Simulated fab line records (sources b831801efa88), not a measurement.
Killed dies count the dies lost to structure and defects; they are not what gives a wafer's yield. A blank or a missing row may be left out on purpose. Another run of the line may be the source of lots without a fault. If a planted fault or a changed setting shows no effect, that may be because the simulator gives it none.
Which tool was responsible? :: flow gf180mcu :: 11 lots, 33 wafers sampled, at 5 steps of a route of 602

== WHAT EACH GAUGE READ, for each wafer ==
GF_STI_BOW_MEAS_00.
lot: L673
measured: day 1 10:00
on: film_metro-04
INCOMING_BOW (um): 15 3 -4

lot: L674
measured: day 1 15:00
on: film_metro-03
INCOMING_BOW (um): 7 14 -2

lot: L675
measured: day 1 20:01
on: film_metro-01
INCOMING_BOW (um): 2 1 -4

lot: L683
measured: day 3 12:00
on: film_metro-04
INCOMING_BOW (um): 3 -5 10

lot: L684
measured: day 3 17:00
on: film_metro-04
INCOMING_BOW (um): 1 -7 1

lot: L686
measured: day 4 03:01
on: film_metro-01
INCOMING_BOW (um): -1 -13 -4

lot: L688
measured: day 4 13:00
on: film_metro-04
INCOMING_BOW (um): 3 3 3

lot: L693
measured: day 5 14:00
on: film_metro-01
INCOMING_BOW (um): 3 -2 -5

lot: L694
measured: day 5 19:04
on: film_metro-01
INCOMING_BOW (um): -5 7 9

lot: L695
measured: day 6 00:01
on: film_metro-04
INCOMING_BOW (um): 0 7 -1

lot: L696
measured: day 6 05:00
on: film_metro-03
INCOMING_BOW (um): 2 10 -2

GF_POLY_GATE_THK_MEAS_01.
lot: L673
measured: day 8 15:37
on: film_metro-01
POLY_GATE_CVD_00_THK (nm): 198.6 198.3 197.6

lot: L674
measured: day 8 20:37
on: film_metro-01
POLY_GATE_CVD_00_THK (nm): 202.3 203.3 200.7

lot: L675
measured: day 9 02:52
on: film_metro-02
POLY_GATE_CVD_00_THK (nm): 199.1 197.7 198.3

lot: L683
measured: day 11 10:13
on: film_metro-03
POLY_GATE_CVD_00_THK (nm): 208.5 210.4 211.0

lot: L684
measured: day 11 17:19
on: film_metro-03
POLY_GATE_CVD_00_THK (nm): 205.4 206.4 206.9

lot: L686
measured: day 12 06:56
on: film_metro-02
POLY_GATE_CVD_00_THK (nm): 200.4 200.1 201.0

lot: L688
measured: day 12 18:29
on: film_metro-03
POLY_GATE_CVD_00_THK (nm): 201.2 200.7 199.1

lot: L693
measured: day 14 13:29
on: film_metro-02
POLY_GATE_CVD_00_THK (nm): 201.6 200.9 201.4

lot: L694
measured: day 14 20:12
on: film_metro-01
POLY_GATE_CVD_00_THK (nm): 198.0 198.2 199.3

lot: L695
measured: day 15 00:41
on: film_metro-03
POLY_GATE_CVD_00_THK (nm): 200.8 200.6 199.8

lot: L696
measured: day 15 06:50
on: film_metro-03
POLY_GATE_CVD_00_THK (nm): 200.8 201.3 200.2

GF_POLY_GATE_CD_MEAS_18.
lot: L673
measured: day 9 11:57
on: cd_sem-01
cd_nm (nm): 281.3 281.4 282.8

lot: L674
measured: day 9 16:09
on: cd_sem-01
cd_nm (nm): 282.1 283.0 282.2

lot: L675
measured: day 9 22:20
on: cd_sem-02
cd_nm (nm): 283.7 279.8 278.3

lot: L683
measured: day 12 07:40
on: cd_sem-02
cd_nm (nm): 278.0 277.7 274.6

lot: L684
measured: day 12 14:29
on: cd_sem-01
cd_nm (nm): 280.5 277.6 279.3

lot: L686
measured: day 13 06:25
on: cd_sem-01
cd_nm (nm): 279.3 278.7 276.7

lot: L688
measured: day 13 18:08
on: cd_sem-01
cd_nm (nm): 281.3 279.2 278.5

lot: L693
measured: day 15 11:49
on: cd_sem-01
cd_nm (nm): 280.8 280.3 279.8

lot: L694
measured: day 15 18:38
on: cd_sem-01
cd_nm (nm): 281.7 280.4 281.6

lot: L695
measured: day 16 00:23
on: cd_sem-01
cd_nm (nm): 281.0 276.8 277.6

lot: L696
measured: day 16 07:31
on: cd_sem-02
cd_nm (nm): 282.3 281.0 279.8

GF_HV_LDD_CD_MEAS_19: target cd 400 nm.
lot: L673
measured: day 11 00:29
on: cd_sem-02
cd_nm (nm): 398.7 397.3 399.4

lot: L674
measured: day 11 04:52
on: cd_sem-01
cd_nm (nm): 403.5 405.4 402.8

lot: L675
measured: day 11 11:35
on: cd_sem-02
cd_nm (nm): 402.0 402.1 401.6

lot: L683
measured: day 13 23:29
on: cd_sem-02
cd_nm (nm): 403.4 402.0 404.0

lot: L684
measured: day 14 07:52
on: cd_sem-01
cd_nm (nm): 401.0 403.4 401.7

lot: L686
measured: day 14 22:40
on: cd_sem-02
cd_nm (nm): 402.9 404.4 402.1

lot: L688
measured: day 15 11:29
on: cd_sem-01
cd_nm (nm): 403.2 404.7 403.6

lot: L693
measured: day 17 08:55
on: cd_sem-02
cd_nm (nm): 401.1 402.7 403.0

lot: L694
measured: day 17 17:04
on: cd_sem-02
cd_nm (nm): 400.8 400.4 399.9

lot: L695
measured: day 17 21:08
on: cd_sem-02
cd_nm (nm): 401.2 403.4 401.3

lot: L696
measured: day 18 06:28
on: cd_sem-02
cd_nm (nm): 403.4 404.5 401.4

== EACH LOT AND THE TOOL THAT RAN IT (in order: tool; ch and the chambers of the sampled wafers; start) ==
lot: L673
GF_POLY_GATE_CVD_00: lpcvd-02 ch 0, day 8 14:17

lot: L674
GF_POLY_GATE_CVD_00: lpcvd-02 ch 0, day 8 19:16

lot: L675
GF_POLY_GATE_CVD_00: lpcvd-01 ch 0, day 9 01:32

lot: L683
GF_POLY_GATE_CVD_00: lpcvd-02 ch 0, day 11 08:53

lot: L684
GF_POLY_GATE_CVD_00: lpcvd-02 ch 1, day 11 15:59

lot: L686
GF_POLY_GATE_CVD_00: lpcvd-01 ch 1, day 12 05:35

lot: L688
GF_POLY_GATE_CVD_00: lpcvd-01 ch 0, day 12 17:09

lot: L693
GF_POLY_GATE_CVD_00: lpcvd-01 ch 1, day 14 11:29

lot: L694
GF_POLY_GATE_CVD_00: lpcvd-02 ch 0, day 14 18:50

lot: L695
GF_POLY_GATE_CVD_00: lpcvd-02 ch 0, day 14 23:20

lot: L696
GF_POLY_GATE_CVD_00: lpcvd-02 ch 1, day 15 05:29
- GF_POLY_GATE_CVD_00: deposits poly-Si, target thk 200 nm, time 1200 s.

== WHAT THE TOOLS THEMSELVES READ (means of the sampled wafers that have a number; where no wafer has one, the mark that the record gives instead) ==
GF_POLY_GATE_CVD_00.
lot: L673
tool: lpcvd-02
zone_power_centre_pct (%): 8.7

lot: L674
tool: lpcvd-02
zone_power_centre_pct (%): 8.8

lot: L675
tool: lpcvd-01
zone_power_centre_pct (%): 9.4

lot: L683
tool: lpcvd-02
zone_power_centre_pct (%): 8.8

lot: L684
tool: lpcvd-02
zone_power_centre_pct (%): 10.1

lot: L686
tool: lpcvd-01
zone_power_centre_pct (%): 10.8

lot: L688
tool: lpcvd-01
zone_power_centre_pct (%): 9.4

lot: L693
tool: lpcvd-01
zone_power_centre_pct (%): 10.7

lot: L694
tool: lpcvd-02
zone_power_centre_pct (%): 8.7

lot: L695
tool: lpcvd-02
zone_power_centre_pct (%): 8.7

lot: L696
tool: lpcvd-02
zone_power_centre_pct (%): 10.0

== THE ANSWER, worked out from the rows above alone ==
Rule: the usual values come from the lots themselves. Put in order of their means at a reading, lots are off if they are a third of the lots or fewer, leave a main group of 4 or more, and stand apart from it by a gap of 3 or more times the standard deviation of the main group's means; of several such gaps the widest counts. A main group is skipped when, at the precision printed for the reading in the tables above, its means are all equal. A lot without any number at a reading at which 4 lots or more have one is off too. All remaining lots with rows at the step are treated as sound. First the gauges in route order, then the tools' own readings, where a lot's mean is used as printed above. At the first step where some lot is off, the reading lying furthest off is the one used; lots without a number count as furthest.
Off: L683, L684, seen at GF_POLY_GATE_THK_MEAS_01 (POLY_GATE_CVD_00_THK). The main group: mean 200.0 nm, standard deviation 1.3.
A tool fits if, at a process step before that reading, it ran every lot that is off, and no sound lot after the first of them. The gauges at GF_POLY_GATE_THK_MEAS_01 are tried like those tools. Not one of the candidates tried fits.

== WHAT THE SIMULATOR HAD PUT IN ==
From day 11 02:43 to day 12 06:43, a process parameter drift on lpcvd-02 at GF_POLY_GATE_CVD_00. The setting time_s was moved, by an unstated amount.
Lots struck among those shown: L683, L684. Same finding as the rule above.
